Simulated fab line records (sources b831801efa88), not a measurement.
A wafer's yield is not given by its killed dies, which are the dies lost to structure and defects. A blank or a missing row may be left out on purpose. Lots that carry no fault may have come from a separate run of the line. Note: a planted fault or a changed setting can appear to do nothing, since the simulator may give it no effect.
Matching of chambers | flow gf180mcu | GF_V4_CMP_04 on cmp-02: 4 sister chambers
The step polishes SiO2. 22 wafers are shown with their chamber, then 11 later ones without.

WAFERS PAIRED WITH THEIR CHAMBERS
wafer  | chamber | motor current A (A) | time to endpoint s (s) | head pressure psi (psi)
L076.1 | 3       | 11.0                | 70                     | 4.001
L076.2 | 1       | 12.0                | 72                     | 4.007
L076.3 | 0       | 10.1                | 72                     | 4.013
L077.4 | 3       | 10.9                | 71                     | 3.992
L077.5 | 2       | 12.1                | 80                     | 4.011
L077.6 | 3       | 10.7                | 67                     | 3.997
L078.1 | 0       | 10.8                | 73                     | 3.985
L078.2 | 1       | 11.2                | 72                     | 4.018
L078.5 | 1       | 11.3                | 76                     | 3.997
L080.1 | 2       | 12.2                | 79                     | 4.012
L080.3 | 0       | 9.9                 | 77                     | 3.994
L080.5 | 0       | 10.0                | 72                     | 4.004
L082.1 | 0       | 10.2                | 76                     | 4.013
L082.4 | 1       | 11.7                | 79                     | 4.000
L082.5 | 2       | 12.4                | 87                     | 4.002
L084.2 | 3       | 10.8                | 69                     | 4.002
L084.5 | 1       | 12.0                | 79                     | 4.004
L084.6 | 0       | 10.4                | 75                     | 4.004
L085.3 | 3       | 10.9                | 70                     | 4.009
L085.4 | 2       | 11.4                | 86                     | 4.008
L085.5 | 3       | 11.1                | 69                     | 3.998
L086.4 | 2       | 12.0                | 87                     | 3.999

SIGNATURES (averages over the wafers above)
reading            | chamber 0 | chamber 1 | chamber 2 | chamber 3 | scatter within a chamber
motor current A    | 10.233    | 11.640    | 12.020    | 10.900    | 0.314
time to endpoint s | 74.17     | 75.60     | 83.80     | 69.33     | 2.83
head pressure psi  | 4.00217   | 4.00520   | 4.00640   | 3.99983   | 0.00802
Rule: for a wafer and a chamber, the distance is found by dividing, reading by reading, the gap between the wafer's reading and the chamber's mean by the reading's scatter, squaring, summing and taking the root. The wafer belongs to the nearest chamber; if the next one is less than 2 further off, it can't be placed. The scatter: take each reading less its chamber's mean, square it, sum over the shown wafers, divide by the number of wafers less the number of chambers, and take the root.

WAFERS WHOSE CHAMBER IS MISSING
wafer  | motor current A (A) | time to endpoint s (s) | head pressure psi (psi)
L086.5 | 12.2                | 80                     | 3.999
L086.6 | 10.8                | 85                     | 3.996
L090.2 | 12.4                | 76                     | 3.984
L090.4 | 12.0                | 85                     | 4.009
L090.6 | 11.2                | 74                     | 4.000
L091.1 | 12.2                | 70                     | 4.002
L091.5 | 12.0                | 77                     | 3.980
L091.6 | 12.4                | 81                     | 3.985
L097.1 | 12.1                | 84                     | 4.007
L097.3 | 12.4                | 76                     | 4.018
L097.5 | 10.4                | 86                     | 3.989

EACH ONE'S CHAMBER
wafer  | from the rows above               | in truth
L086.5 | can't be placed: 2 or 1           | 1
L086.6 | can't be placed: 2 or 0 or 1 or 3 | 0
L090.2 | can't be placed: 1 or 2           | 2
L090.4 | 2                                 | 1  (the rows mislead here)
L090.6 | can't be placed: 1 or 3 or 0      | 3
L091.1 | can't be placed: 1 or 3           | 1
L091.5 | can't be placed: 1 or 2 or 3      | 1
L091.6 | can't be placed: 2 or 1           | 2
L097.1 | 2                                 | 2
L097.3 | can't be placed: 1 or 2           | 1
L097.5 | can't be placed: 0 or 2 or 1 or 3 | 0
Placed correctly: 1 of 11. These rows do not allow placing 9 (true chamber among the candidates in 9). Number placed wrongly: 1.
